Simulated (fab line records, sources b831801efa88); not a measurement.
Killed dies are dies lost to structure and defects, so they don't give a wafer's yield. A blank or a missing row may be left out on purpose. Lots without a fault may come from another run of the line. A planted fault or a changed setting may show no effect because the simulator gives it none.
fab line records | flow gf180mcu
record lots=11 wafers=33 last_day=34
route steps=602 shown M3@411 V3@444 V4@481
lots that met no fault: from a run of the same line without faults
start_h: hours from the record's first day to the start of the lot's first wafer shown | wait_h: hours since the lot's step before | " the same as in the row above | L1.1+2: a row that stands for several wafers | - no value, or no start given | * or withheld: withheld | < > ~ a bound
route shown NAME@n: a module of which the file shows steps, and the number in the route of the first | usual: mean/standard deviation of fault-free wafers | same: alike in all rows | chamber/n: place in a boat | sites: the reading at each site | _std_site: their standard deviation | _edge_site: outer sites' mean less inner sites' | radius_mm: how far each site lies from the wafer's centre | mask NAME#n: copy n | behind: the tool/chamber that last shaped the wafer | hold: why the lot was held/for how many hours/how that ended | device: the transistor (n, p or np) that didn't switch | end of line: the same wafers' tests at the end of the route | a step without rows: its recipe alone | killed: dies lost to structure and defects at the first sort, not the wafer's yield | map: a wafer's dies, x killed, . not, _ none there
set.NAME: the setting as run; set.NAME@STEP: as run at that earlier step | model.NAME: the simulator's own value behind a step, which no gauge read
steps of the route over a sample of lots; a table a step, a row a wafer
services: from which hour (start_h, from the record's first day; less than 0 if before it) a tool's chamber was out of use, for how many hours, and why
## steps
# step GF_M3_SPUTTER_02
# recipe material=AlCu target_thk_nm=450 power_w=10600 time_s=23.9 chamber_pressure_pa=0.4
# usual chamber_pressure_pa=0.4000/0.00078 throttle_valve_pct=30.0/1.2
# columns lot.wafer tool chamber start_h wait_h chamber_pressure_pa throttle_valve_pct
L636.4 pvd_sputter-01 - 461.68 0.0 0.3983 29.4
L636.5 " - " " 0.3984 30.8
L636.6 " - " " 0.4009 29.1
L637.3 pvd_sputter-02 - 473.39 0.0 0.4009 30.1
L637.4 " - " " 0.4001 28.8
L637.5 " - " " 0.3993 31.2
L638.1 pvd_sputter-02 - 499.35 0.0 0.4005 32.2
L638.2 " - " " 0.3994 31.1
L638.6 " - " " 0.4012 32.3
L640.1 pvd_sputter-03 - 507.25 0.0 0.3992 31.5
L640.2 " - " " 0.4004 30.5
L640.6 " - " " 0.4001 30.4
L643.2 pvd_sputter-01 - 541.43 0.0 0.3999 29.2
L643.3 " - " " 0.4008 29.4
L643.4 " - " " 0.4008 30.9
L644.4 pvd_sputter-03 - 544.76 0.0 0.4006 30.3
L644.5 " - " " 0.4001 28.5
L644.6 " - " " 0.4001 28.3
L646.3 pvd_sputter-02 - 563.63 0.0 0.4002 29.1
L646.4 " - " " 0.4010 29.9
L646.5 " - " " 0.4004 30.0
L650.1 pvd_sputter-02 - 588.13 0.0 0.3998 28.9
L650.3 " - " " 0.3991 32.1
L650.6 " - " " 0.4008 30.0
L656.2 pvd_sputter-01 - 633.65 0.0 0.4004 28.2
L656.4 " - " " 0.3999 30.9
L656.5 " - " " 0.3999 29.2
L657.2 pvd_sputter-01 - 636.80 0.0 0.4006 29.4
L657.4 " - " " 0.4005 29.2
L657.5 " - " " 0.3998 29.2
L659.1 pvd_sputter-01 - 655.43 0.0 0.3997 30.7
L659.2 " - " " 0.3999 29.3
L659.4 " - " " 0.3997 29.0
# step GF_V3_OVL_MEAS_15
# usual V3_OVL=0/5.1
# columns lot.wafer tool chamber start_h wait_h V3_OVL[nm]
L636.4 overlay-01 - 510.06 0.1 4
L636.5 " - " " 2
L636.6 " - " " 5
L637.3 overlay-01 - 521.78 0.1 7
L637.4 " - " " 4
L637.5 " - " " 7
L638.1 overlay-01 - 544.11 0.1 4
L638.2 " - " " 4
L638.6 " - " " 0
L640.1 overlay-01 - 559.98 0.1 -1
L640.2 " - " " -2
L640.6 " - " " 6
L643.2 overlay-02 - 585.76 0.1 -5
L643.3 " - " " 1
L643.4 " - " " -7
L644.4 overlay-02 - 590.12 0.1 9
L644.5 " - " " 3
L644.6 " - " " 11
L646.3 overlay-02 - 607.78 0.1 -6
L646.4 " - " " -1
L646.5 " - " " -4
L650.1 overlay-01 - 631.42 0.1 -4
L650.3 " - " " -2
L650.6 " - " " -2
L656.2 overlay-02 - 675.22 0.1 -11
L656.4 " - " " -8
L656.5 " - " " -10
L657.2 overlay-02 - 677.57 0.1 -2
L657.4 " - " " 7
L657.5 " - " " -1
L659.1 overlay-01 - 695.42 0.1 7
L659.2 " - " " 8
L659.4 " - " " -2
# step GF_V3_CVD_23
# recipe material=W target_thk_nm=350 time_s=104.9 temp_c=400 pressure_torr=40
# usual chamber_pressure_Torr=40.01/0.099 heater_power_w=866/32
# columns lot.wafer tool chamber start_h wait_h chamber_pressure_Torr heater_power_w
L636.4 cvd_w-01 1 510.97 0.1 40.16 833
L636.5 " 1 " " 40.18 858
L636.6 " 0 " " 39.89 833
L637.3 cvd_w-01 1 523.02 0.1 39.90 846
L637.4 " 0 " " 40.01 849
L637.5 " 1 " " 39.87 879
L638.1 cvd_w-01 1 544.91 0.0 39.94 852
L638.2 " 0 " " 40.06 824
L638.6 " 1 " " 40.01 849
L640.1 cvd_w-01 0 561.13 0.0 40.06 823
L640.2 " 1 " " 39.84 867
L640.6 " 1 " " 39.94 853
L643.2 cvd_w-02 0 586.56 0.0 39.95 880
L643.3 " 1 " " 40.13 914
L643.4 " 0 " " 40.20 892
L644.4 cvd_w-02 1 590.94 0.1 40.08 904
L644.5 " 1 " " 40.06 921
L644.6 " 0 " " 39.91 893
L646.3 cvd_w-02 0 608.60 0.1 50.46 879
L646.4 " 1 " " 50.43 903
L646.5 " 0 " " 50.41 877
L650.1 cvd_w-02 1 632.29 0.0 50.66 884
L650.3 " 1 " " 50.57 940
L650.6 " 1 " " 50.57 901
L656.2 cvd_w-01 0 676.01 0.0 39.97 832
L656.4 " 0 " " 40.13 838
L656.5 " 0 " " 40.20 833
L657.2 cvd_w-01 0 678.36 0.0 40.14 824
L657.4 " 0 " " 40.05 837
L657.5 " 0 " " 40.15 844
L659.1 cvd_w-01 1 696.24 0.0 40.19 854
L659.2 " 0 " " 40.16 854
L659.4 " 1 " " 40.12 859
# step GF_V3_RS_MEAS_24
# recipe thk_meas_gauge=four-point-probe reads=W_of_V3_CVD_23+TiN_of_V3_SPUTTER_22+Ti_of_V3_SPUTTER_21
# usual V3_W_RS=0.3291/0.0027
# columns lot.wafer tool chamber start_h wait_h V3_W_RS[ohm/sq]
L636.4 film_metro-01 - 511.11 0.1 0.3305
L636.5 " - " " 0.3278
L636.6 " - " " 0.3264
L637.3 film_metro-01 - 523.13 0.1 0.3265
L637.4 " - " " 0.3260
L637.5 " - " " 0.3279
L638.1 film_metro-02 - 545.02 0.1 0.3304
L638.2 " - " " 0.3233
L638.6 " - " " 0.3323
L640.1 film_metro-02 - 561.24 0.1 0.3291
L640.2 " - " " 0.3287
L640.6 " - " " 0.3290
L643.2 film_metro-02 - 586.69 0.1 0.3275
L643.3 " - " " 0.3305
L643.4 " - " " 0.3274
L644.4 film_metro-02 - 591.08 0.1 0.3292
L644.5 " - " " 0.3314
L644.6 " - " " 0.3296
L646.3 film_metro-02 - 608.72 0.1 0.2917
L646.4 " - " " 0.2913
L646.5 " - " " 0.2899
L650.1 film_metro-04 - 632.40 0.1 0.2910
L650.3 " - " " 0.2906
L650.6 " - " " 0.2912
L656.2 film_metro-01 - 676.15 0.1 0.3303
L656.4 " - " " 0.3256
L656.5 " - " " 0.3268
L657.2 film_metro-01 - 678.50 0.1 0.3224
L657.4 " - " " 0.3221
L657.5 " - " " 0.3251
L659.1 film_metro-02 - 696.36 0.1 0.3331
L659.2 " - " " 0.3323
L659.4 " - " " 0.3340
# step GF_V3_THK_MEAS_25
# recipe thk_meas_gauge=xrf reads=W_of_V3_CVD_23
# usual V3_W_THK=344/3.6
# columns lot.wafer tool chamber start_h wait_h V3_W_THK[nm]
L636.4 film_metro-01 - 511.20 0.1 340
L636.5 " - " " 345
L636.6 " - " " 346
L637.3 film_metro-01 - 523.23 0.1 344
L637.4 " - " " 346
L637.5 " - " " 344
L638.1 film_metro-02 - 545.14 0.1 342
L638.2 " - " " 347
L638.6 " - " " 341
L640.1 film_metro-02 - 561.36 0.1 343
L640.2 " - " " 345
L640.6 " - " " 344
L643.2 film_metro-02 - 586.80 0.1 345
L643.3 " - " " 341
L643.4 " - " " 345
L644.4 film_metro-02 - 591.17 0.1 343
L644.5 " - " " 339
L644.6 " - " " 343
L646.3 film_metro-02 - 608.82 0.1 384
L646.4 " - " " 386
L646.5 " - " " 387
L650.1 film_metro-04 - 632.52 0.1 390
L650.3 " - " " 393
L650.6 " - " " 392
L656.2 film_metro-01 - 676.26 0.1 343
L656.4 " - " " 349
L656.5 " - " " 346
L657.2 film_metro-01 - 678.61 0.1 351
L657.4 " - " " 351
L657.5 " - " " 349
L659.1 film_metro-02 - 696.48 0.1 338
L659.2 " - " " 338
L659.4 " - " " 337
# step GF_V3_CMP_26
# recipe stop_on=SiO2 down_force_psi=3.5 platen_rpm=60 t_overpolish_s=15 target_thk_nm=0 pad_velocity_m_s=0.94248
# usual motor_current_A=11.2/0.62 time_to_endpoint_s=85.5/2.7
# columns lot.wafer tool chamber start_h wait_h motor_current_A time_to_endpoint_s
L636.4 cmp-01 1 511.33 0.1 10.9 84.7
L636.5 " 3 " " 11.3 81.7
L636.6 " 0 " " 11.1 80.6
L637.4 cmp-02 3 523.44 0.2 10.5 87.0
L637.3 " 0 " " 12.2 81.6
L637.5 " 3 " " 11.4 86.5
L638.1 cmp-01 1 545.28 0.1 10.4 86.2
L638.2 " 2 " " 12.5 88.1
L638.6 " 1 " " 11.6 89.1
L640.1 cmp-01 0 561.47 0.1 10.5 84.5
L640.2 " 1 " " 10.9 85.7
L640.6 " 0 " " 10.3 84.4
L643.2 cmp-01 3 586.85 0.0 11.1 86.0
L643.3 " 0 " " 10.9 86.9
L643.4 " 2 " " 12.0 83.6
L644.4 cmp-01 1 591.35 0.2 11.5 86.7
L644.5 " 2 " " 11.1 80.9
L644.6 " 3 " " 10.6 83.4
L646.3 cmp-02 0 609.00 0.2 12.4 93.1
L646.4 " 3 " " 10.9 95.9
L646.5 " 0 " " 12.4 96.5
L650.3 cmp-01 1 632.68 0.1 11.2 101.6
L650.1 " 2 " " 12.4 99.5
L650.6 " 3 " " 10.7 99.9
L656.2 cmp-01 2 676.36 0.1 11.4 82.9
L656.4 " 3 " " 10.9 87.2
L656.5 " 1 " " 11.2 88.8
L657.2 cmp-01 1 678.66 0.0 10.9 88.5
L657.4 " 3 " " 11.4 87.4
L657.5 " 2 " " 12.6 81.4
L659.4 cmp-02 0 696.59 0.1 12.7 81.6
L659.1 " 1 " " 10.7 83.3
L659.2 " 2 " " 11.2 83.2
# step GF_V4_BOW_MEAS_05
# recipe mode=bow
# usual V4_BOW=135/12
# columns lot.wafer tool chamber start_h wait_h V4_BOW[um]
L636.4 film_metro-01 - 542.61 0.2 128
L636.5 " - " " 140
L636.6 " - " " 134
L637.3 film_metro-03 - 545.87 0.3 138
L637.4 " - " " 134
L637.5 " - " " 139
L638.1 film_metro-03 - 569.17 0.1 120
L638.2 " - " " 117
L638.6 " - " " 125
L640.1 film_metro-01 - 584.65 0.1 135
L640.2 " - " " 148
L640.6 " - " " 147
L643.2 film_metro-01 - 609.27 0.2 139
L643.3 " - " " 132
L643.4 " - " " 145
L644.4 film_metro-03 - 614.38 0.3 143
L644.5 " - " " 135
L644.6 " - " " 127
L646.3 film_metro-03 - 631.50 0.3 119
L646.4 " - " " 110
L646.5 " - " " 107
L650.1 film_metro-04 - 654.68 0.1 136
L650.3 " - " " 133
L650.6 " - " " 136
L656.2 film_metro-03 - 696.26 0.3 160
L656.4 " - " " 154
L656.5 " - " " 162
L657.2 film_metro-01 - 699.15 0.2 137
L657.4 " - " " 130
L657.5 " - " " 129
L659.1 film_metro-03 - 717.26 0.2 128
L659.2 " - " " 130
L659.4 " - " " 127
## services
# columns tool chamber start_h hours kind
cmp-02 - 448.72 0.3 repair
pvd_sputter-02 - 455.66 4.7 repair
cmp-02 - 456.48 1.1 repair
cvd_w-01 - 482.39 14.6 pm
cvd_w-01 0 501.08 9.1 repair
cmp-02 - 508.31 0.2 repair
cvd_w-01 - 511.12 1.4 repair
cmp-02 - 518.56 4.8 pm
cmp-01 - 532.11 0.3 repair
cmp-01 - 534.36 5.0 pm
pvd_sputter-03 - 537.34 0.5 repair
cvd_w-02 - 557.02 1.0 repair
cvd_w-02 - 558.93 6.9 pm
cmp-01 - 572.00 4.0 pm
cmp-01 - 576.00 - consumable_replace:conditioner
cmp-01 - 576.00 - consumable_replace:pad
cmp-02 - 577.85 0.8 repair
cvd_w-02 - 592.60 14.6 pm
cmp-02 - 624.14 0.8 repair
cmp-02 - 659.94 5.9 pm
cmp-02 - 665.99 0.2 repair
cmp-02 - 666.08 0.9 repair
cvd_w-01 - 674.27 1.5 repair
pvd_sputter-01 - 694.41 2.4 repair
## key
first_sign step=GF_V3_CVD_23 reading=chamber_pressure_Torr direction=up sigmas=99+ usual=40.01 struck=50.52
effect step=GF_V3_RS_MEAS_24 reading=V3_W_RS direction=down sigmas=14 usual=0.3291 struck=0.2910
effect step=GF_V3_THK_MEAS_25 reading=V3_W_THK direction=up sigmas=12 usual=344 struck=389
effect step=GF_V3_CMP_26 reading=time_to_endpoint_s direction=up sigmas=4.6 usual=* struck=*
met_at GF_V3_CVD_23
struck_lots L646,L650
not_acting_at GF_M3_SPUTTER_02,GF_V3_OVL_MEAS_15,GF_V4_BOW_MEAS_05
onset_between 590.94 608.60
fault kind=process_parameter_drift tool=cvd_w-02 chamber=- onset_h=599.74 steps=GF_V3_CVD_23 channel=pressure_torr offset=10.541 shape=step end_h=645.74 acts_in=these_recipes_only stated=40
